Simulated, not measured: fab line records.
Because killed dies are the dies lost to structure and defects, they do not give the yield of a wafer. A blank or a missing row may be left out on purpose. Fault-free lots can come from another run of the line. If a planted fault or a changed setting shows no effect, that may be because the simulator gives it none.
fab line records	flow sky130
record: lots: 12	wafers: 36	last_day: 50
route steps=708 shown CONTACT@422 METAL1@450 VIA1@460 PAD_OPEN@708
lots with no fault: from the same line, run without faults
start_h: start of the lot's first displayed wafer, in hours after the record's first day	wait_h: hours from the lot's prior step to this one	" same as the row above	L1.1+2: several wafers, shown together as one row	- either no value or no given start	* or withheld: withheld	< > ~ a bound
route shown NAME@n: names a module that has steps shown in the file, with the first one's number in the route	usual: average and standard deviation across the fault-free wafers	same: alike in all rows	chamber/n: place in a boat	sites: the reading at each site	_std_site: the standard deviation of these	_edge_site: the outer-site mean with the inner-site mean subtracted	radius_mm: how far each site lies from the wafer's centre	mask NAME#n: copy n	behind: the most recent tool/chamber to have shaped the wafer	hold: the reason the lot was held/the length of the hold in hours/how it ended	device: names the non-switching transistor (n, p or np)	end of line: the tests these same wafers got at the end of their route	a step given without rows: its recipe and nothing more	killed: dies lost to structure and defects at the first sort, not the wafer's yield	map: a wafer's dies, marking killed ones x, the rest . and places with no die _
set.NAME: setting as actually run; set.NAME@STEP: the setting as run at that earlier step	model.NAME: the simulator's own value behind a step, which no gauge read
the route's steps for a sample of lots (tables are steps, rows are wafers)
services: from which hour (start_h, from the record's first day; less than 0 if before it) a tool's chamber was out of use, for how many hours, and why
== steps ==
step: SKY_CONTACT_ETCH_16
recipe: chemistry: N2/H2	target: BARC	ion_energy_ev: 200	source_w: 500	bias_w: 100	pressure_mtorr: 30	n2_flow_sccm: 100	h2_flow_sccm: 200	stop_on: SiO2	time_s: 45.9	target_depth_a: 600
usual: drypump_motor_current_A: 5.9/0.46	oes_product_au: 0.856/0.0047	throttle_valve_pct: 13.225/0.0099
lot.wafer	tool	chamber	start_h	wait_h	drypump_motor_current_A	oes_product_au	rf_hours_counter_h	throttle_valve_pct
L820.1	rie_diel-01	0	745.50	0.0	6.5	0.856	4	13.218
L820.3	"	0	"	"	6.5	0.861	-	13.214
L820.6	"	0	"	"	6.5	0.859	-	13.231
L821.1	rie_diel-03	0	755.20	0.0	6.2	0.856	18	13.227
L821.5	"	1	"	"	5.1	0.862	-	13.242
L821.6	"	2	"	"	5.4	0.854	-	13.221
L822.1	rie_diel-03	3	763.38	0.0	6.2	0.860	14	13.221
L822.3	"	0	"	"	6.2	0.856	18	13.225
L822.6	"	0	"	"	6.2	0.853	-	13.216
L828.1	rie_diel-01	2	821.14	0.0	6.2	0.853	9	13.234
L828.3	"	0	"	"	6.4	0.851	5	13.211
L828.6	"	2	"	"	6.2	0.855	-	13.245
L830.1	rie_diel-03	1	825.85	0.0	5.1	0.849	2	13.234
L830.2	"	2	"	"	5.4	0.870	8	13.233
L830.4	"	0	"	"	6.2	0.863	20	13.219
L829.1	rie_diel-04	0	827.13	0.0	6.5	0.862	18	13.237
L829.3	"	2	"	"	5.4	0.855	8	13.206
L829.6	"	2	"	"	5.4	0.854	-	13.224
L835.3	rie_diel-03	0	870.58	0.0	6.2	0.860	21	13.224
L835.5	"	1	"	"	5.0	0.856	-	13.242
L835.6	"	2	"	"	5.4	0.848	-	13.231
L836.1	rie_diel-04	2	872.60	0.0	5.4	0.850	9	13.239
L836.2	"	3	"	"	5.9	0.855	15	13.222
L836.5	"	1	"	"	5.9	0.856	-	13.239
L838.1	rie_diel-03	0	882.68	0.0	6.2	0.858	22	13.234
L838.4	"	2	"	"	5.4	0.851	10	13.221
L838.6	"	3	"	"	6.2	0.857	-	13.219
L839.2	rie_diel-04	2	892.63	0.0	5.4	0.855	11	13.200
L839.3	"	0	"	"	6.5	0.854	21	13.217
L839.6	"	2	"	"	5.4	0.856	-	13.219
L840.2	rie_diel-03	0	898.98	0.0	6.2	0.856	22	13.228
L840.3	"	2	"	"	5.4	0.856	11	13.227
L840.6	"	2	"	"	5.4	0.860	-	13.233
L841.1	rie_diel-03	1	902.30	0.0	5.0	0.861	5	13.230
L841.4	"	0	"	"	6.2	0.863	22	13.224
L841.6	"	2	"	"	5.4	0.860	-	13.207
step: SKY_CONTACT_SPUTTER_23
recipe: material: TiN	target_thk_nm: 20	chamber_pressure_pa: 5	power_w: 4000	time_s: 80
usual: throttle_valve_pct: 29.9/1.4
lot.wafer	tool	chamber	start_h	wait_h	throttle_valve_pct
L820.1	pvd_sputter-04	-	746.30	0.0	28.8
L820.3	"	-	"	"	29.9
L820.6	"	-	"	"	28.7
L821.1	pvd_sputter-02	-	755.92	0.0	29.4
L821.5	"	-	"	"	30.8
L821.6	"	-	"	"	28.5
L822.1	pvd_sputter-03	-	764.13	0.0	31.0
L822.3	"	-	"	"	29.4
L822.6	"	-	"	"	29.2
L828.1	pvd_sputter-02	-	821.87	0.0	29.3
L828.3	"	-	"	"	30.6
L828.6	"	-	"	"	30.8
L830.1	pvd_sputter-04	-	826.60	0.0	28.8
L830.2	"	-	"	"	29.8
L830.4	"	-	"	"	32.3
L829.1	pvd_sputter-03	-	827.87	0.0	31.3
L829.3	"	-	"	"	29.3
L829.6	"	-	"	"	31.7
L835.3	pvd_sputter-02	-	871.33	0.0	28.6
L835.5	"	-	"	"	29.1
L835.6	"	-	"	"	29.2
L836.1	pvd_sputter-04	-	873.45	0.0	28.6
L836.2	"	-	"	"	30.4
L836.5	"	-	"	"	30.7
L838.1	pvd_sputter-03	-	883.47	0.0	31.2
L838.4	"	-	"	"	27.5
L838.6	"	-	"	"	29.3
L839.2	pvd_sputter-04	-	893.42	0.0	30.4
L839.3	"	-	"	"	28.7
L839.6	"	-	"	"	28.7
L840.2	pvd_sputter-04	-	899.81	0.0	30.1
L840.3	"	-	"	"	28.5
L840.6	"	-	"	"	28.8
L841.1	pvd_sputter-02	-	903.11	0.0	28.9
L841.4	"	-	"	"	30.7
L841.6	"	-	"	"	28.5
step: SKY_METAL1_OVL_MEAS_16
usual: METAL1_OVL: 1/5.3
lot.wafer	tool	chamber	start_h	wait_h	METAL1_OVL[nm]
L820.1	overlay-02	-	774.29	0.1	0
L820.3	"	-	"	"	7
L820.6	"	-	"	"	1
L821.1	overlay-01	-	783.64	0.1	0
L821.5	"	-	"	"	2
L821.6	"	-	"	"	-1
L822.1	overlay-02	-	792.06	0.1	11
L822.3	"	-	"	"	0
L822.6	"	-	"	"	4
L828.1	overlay-01	-	848.56	0.1	7
L828.3	"	-	"	"	5
L828.6	"	-	"	"	6
L830.1	overlay-01	-	853.34	0.1	-17
L830.2	"	-	"	"	0
L830.4	"	-	"	"	-3
L829.1	overlay-01	-	855.41	0.1	-3
L829.3	"	-	"	"	0
L829.6	"	-	"	"	5
L835.3	overlay-02	-	897.45	0.1	-2
L835.5	"	-	"	"	-5
L835.6	"	-	"	"	-10
L836.1	overlay-02	-	900.66	0.1	-2
L836.2	"	-	"	"	3
L836.5	"	-	"	"	-6
L838.1	overlay-02	-	909.31	0.1	-6
L838.4	"	-	"	"	0
L838.6	"	-	"	"	10
L839.2	overlay-01	-	919.45	0.1	-5
L839.3	"	-	"	"	4
L839.6	"	-	"	"	-9
L840.2	overlay-02	-	925.66	0.1	-2
L840.3	"	-	"	"	5
L840.6	"	-	"	"	7
L841.1	overlay-01	-	929.06	0.1	-4
L841.4	"	-	"	"	1
L841.6	"	-	"	"	-4
step: SKY_VIA1_CMP_02
recipe: material: SiO2	down_force_psi: 4	platen_rpm: 60	pad_velocity_m_s: 0.94248
usual: edge_zone_pressure_frac: 1.000/0.0045	head_pressure_psi: 4.000/0.0084	motor_current_A: 12.2/1.2	platen_rpm: 60.00/0.037
lot.wafer	tool	chamber	start_h	wait_h	edge_zone_pressure_frac	head_pressure_psi	motor_current_A	platen_rpm
L820.3	cmp-01	1	775.29	0.0	0.998	4.007	13.2	59.92
L820.1	"	2	"	"	0.999	4.001	11.3	60.06
L820.6	"	2	"	"	0.997	3.993	11.2	59.99
L821.1	cmp-01	3	785.98	0.1	1.001	4.003	11.2	60.05
L821.6	"	2	"	"	1.006	4.011	11.0	60.00
L821.5	"	3	"	"	0.997	4.003	10.8	60.00
L822.3	cmp-01	3	793.21	0.2	1.000	3.991	11.5	59.99
L822.1	"	0	"	"	0.996	3.989	11.5	60.02
L822.6	"	2	"	"	0.999	4.006	11.6	59.93
L828.3	cmp-02	3	849.58	0.0	-	-	-	-
L828.1	"	1	"	"	-	-	-	-
L828.6	"	3	"	"	-	-	-	-
L830.2	cmp-01	0	854.42	0.1	-	-	-	-
L830.4	"	1	"	"	-	-	-	-
L830.1	"	2	"	"	-	-	-	-
L829.1	cmp-02	0	856.40	0.1	1.004	4.015	12.1	60.00
L829.3	"	2	"	"	1.002	4.014	14.4	59.99
L829.6	"	1	"	"	1.008	4.002	13.2	60.01
L835.3	cmp-02	1	898.55	0.1	1.006	4.004	12.9	59.99
L835.6	"	0	"	"	1.007	3.986	12.4	60.01
L835.5	"	1	"	"	1.001	3.998	13.0	59.97
L836.2	cmp-01	1	901.91	0.1	0.997	3.978	12.6	59.99
L836.1	"	2	"	"	1.002	4.003	11.1	60.02
L836.5	"	3	"	"	1.001	4.009	11.9	59.99
L838.1	cmp-02	3	910.79	0.1	0.997	3.998	11.1	60.05
L838.4	"	2	"	"	0.997	4.005	13.8	60.05
L838.6	"	3	"	"	0.997	3.987	10.6	59.98
L839.3	cmp-02	1	920.48	0.0	1.002	4.012	13.8	60.00
L839.2	"	2	"	"	1.008	3.998	13.5	60.04
L839.6	"	1	"	"	1.001	4.011	14.0	59.92
L840.3	cmp-02	2	926.72	0.1	1.012	4.002	14.1	59.97
L840.2	"	3	"	"	0.998	4.006	11.1	59.98
L840.6	"	2	"	"	1.003	4.000	14.2	59.95
L841.4	cmp-02	3	935.67	5.5	0.991	3.986	10.8	60.02
L841.1	"	2	"	"	0.994	4.003	14.6	60.03
L841.6	"	3	"	"	0.990	3.983	10.4	59.99
step: SKY_VIA1_BOW_MEAS_03
recipe: mode: bow
usual: VIA1_BOW: 80/6.7
lot.wafer	tool	chamber	start_h	wait_h	hold	VIA1_BOW[um]
L820.1	film_metro-03	-	775.59	0.2	-	78
L820.3	"	-	"	"	-	88
L820.6	"	-	"	"	-	83
L821.1	film_metro-01	-	786.23	0.2	-	78
L821.5	"	-	"	"	-	84
L821.6	"	-	"	"	-	82
L822.1	film_metro-01	-	793.46	0.1	-	82
L822.3	"	-	"	"	-	79
L822.6	"	-	"	"	-	85
L828.1	film_metro-03	-	849.91	0.2	await_dispo/0.2h/release	119
L828.3	"	-	"	"	await_dispo/0.2h/release	123
L828.6	"	-	"	"	await_dispo/0.2h/release	114
L828.1	film_metro-03	-	850.19	0.3	-	-
L828.3	"	-	"	"	-	-
L828.6	"	-	"	"	-	-
L830.1	film_metro-01	-	854.67	0.1	await_dispo/0.2h/release	99
L830.2	"	-	"	"	await_dispo/0.2h/release	106
L830.4	"	-	"	"	await_dispo/0.2h/release	110
L830.1	film_metro-01	-	855.06	0.4	-	-
L830.2	"	-	"	"	-	-
L830.4	"	-	"	"	-	-
L829.1	film_metro-01	-	856.70	0.2	-	85
L829.3	"	-	"	"	-	82
L829.6	"	-	"	"	-	84
L835.3	film_metro-03	-	898.84	0.2	-	78
L835.5	"	-	"	"	-	80
L835.6	"	-	"	"	-	74
L836.1	film_metro-04	-	902.11	0.1	-	80
L836.2	"	-	"	"	-	67
L836.5	"	-	"	"	-	74
L838.1	film_metro-04	-	911.09	0.2	-	65
L838.4	"	-	"	"	-	81
L838.6	"	-	"	"	-	85
L839.2	film_metro-01	-	920.80	0.2	-	81
L839.3	"	-	"	"	-	88
L839.6	"	-	"	"	-	72
L840.2	film_metro-04	-	927.04	0.2	-	79
L840.3	"	-	"	"	-	78
L840.6	"	-	"	"	-	66
L841.1	film_metro-03	-	935.97	0.1	-	85
L841.4	"	-	"	"	-	85
L841.6	"	-	"	"	-	68
step: SKY_PAD_OPEN_PROBE_99
usual: defect_limited_yield: 82.1/2	killed_at_M0_to_M3: 44/7.8	killed_at_M4_up: 3.1/1.7	killed_at_contacts: 25/5.1	killed_at_front_end: 15/4.4	killed_at_other: 0.5/0.68	killed_dies: 88/9.9	killed_open: 48/6.9	killed_short: 39/6.5	sort_bin_3_pad_short: 0.8/0.42	sort_bin_5_function: 10.6/1.5	sort_bin_6_memory: 6.5/1.2	sort_n_pass: 404/9.9	sort_yield_pct: 82.1/2
same: gross_dies: 492	killed_at_back_side: 0	sort_bin_4_leakage[%]: 0	sort_bin_8_speed[%]: 0
lot.wafer	tool	chamber	start_h	wait_h	defect_limited_yield[%]	killed_at_M0_to_M3	killed_at_M4_up	killed_at_contacts	killed_at_front_end	killed_at_other	killed_dies	killed_open	killed_short	sort_bin_3_pad_short[%]	sort_bin_5_function[%]	sort_bin_6_memory[%]	sort_n_pass	sort_yield_pct[%]
L821.1	prober-01	-	1090.08	0.1	83.9	38	2	25	13	1	79	46	33	0.8	8.3	6.9	413	83.9
L821.5	prober-01	-	1090.28	0.2	79.1	59	2	24	18	0	103	55	48	1.2	13.4	6.3	389	79.1
L821.6	prober-01	-	1090.33	0.2	82.9	43	2	24	15	0	84	46	37	1.4	9.8	5.9	408	82.9
killed by level:class
L821.1 VIA1:geometric_particle:open=11 LI_CONTACT:geometric_particle:open=8 FIELD_ISO:geometric_particle:short=7 CONTACT:geometric_particle:open=7 VIA3:geometric_particle:open=6 VIA2:geometric_particle:open=5 METAL1:geometric_particle:short=5 LI_CONTACT:geometric_particle:short=4
L821.5 VIA1:geometric_particle:open=13 VIA3:geometric_particle:open=12 CONTACT:geometric_particle:open=11 METAL2:geometric_particle:short=9 VIA2:geometric_particle:short=7 POLY_GATE:geometric_particle:short=5 LI_CONTACT:geometric_particle:open=5 METAL1:geometric_particle:short=5
L821.6 CONTACT:geometric_particle:open=10 VIA1:geometric_particle:open=10 VIA2:geometric_particle:open=8 LI_CONTACT:geometric_particle:open=7 METAL2:geometric_particle:short=6 VIA3:geometric_particle:short=5 POLY_GATE:geometric_particle:short=4 CONTACT:geometric_particle:short=4
== services ==
tool	chamber	start_h	hours	kind
pvd_sputter-03	-	731.19	6.5	repair
rie_diel-01	3	737.85	19.6	repair
rie_diel-01	1	743.27	9.7	repair
cmp-01	-	744.00	4.0	pm
rie_diel-04	2	761.13	19.9	repair
rie_diel-01	2	763.40	16.6	repair
rie_diel-01	-	768.84	28.1	pm
pvd_sputter-02	-	787.29	1.6	repair
cmp-02	-	791.19	3.8	pm
pvd_sputter-03	-	804.69	3.0	repair
cmp-02	-	809.20	2.6	repair
rie_diel-03	0	813.37	3.4	repair
cmp-01	-	817.86	3.6	repair
pvd_sputter-03	-	821.93	4.1	repair
rie_diel-03	2	830.24	2.5	repair
cmp-02	-	838.10	2.8	repair
rie_diel-04	3	876.78	16.6	repair
cmp-01	-	877.87	1.8	repair
cmp-01	-	902.11	4.2	pm
rie_diel-03	0	905.62	5.3	repair
cmp-01	-	908.95	1.6	repair
cmp-02	-	912.00	4.0	pm
rie_diel-04	-	921.14	2.8	pm
cmp-01	-	926.83	20.7	pm
== key ==
first_sign: step: SKY_VIA1_CMP_02	reading: tool_record	direction: missing
effect: step: SKY_VIA1_BOW_MEAS_03	reading: visit	direction: added
met_at SKY_VIA1_CMP_02
struck_lots L828,L830
scrapped_behind SKY_VIA1_BOW_MEAS_03 L828.1,L828.3,L828.6,L830.1,L830.2,L830.4
not_acting_at SKY_CONTACT_ETCH_16,SKY_CONTACT_SPUTTER_23,SKY_METAL1_OVL_MEAS_16
onset_between 793.21 849.58
fault: kind: skipped_step_whole	tool: cmp-01,cmp-02	chamber: -	onset_h: 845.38	steps: SKY_VIA1_CMP_02	scope: struck_lots_only
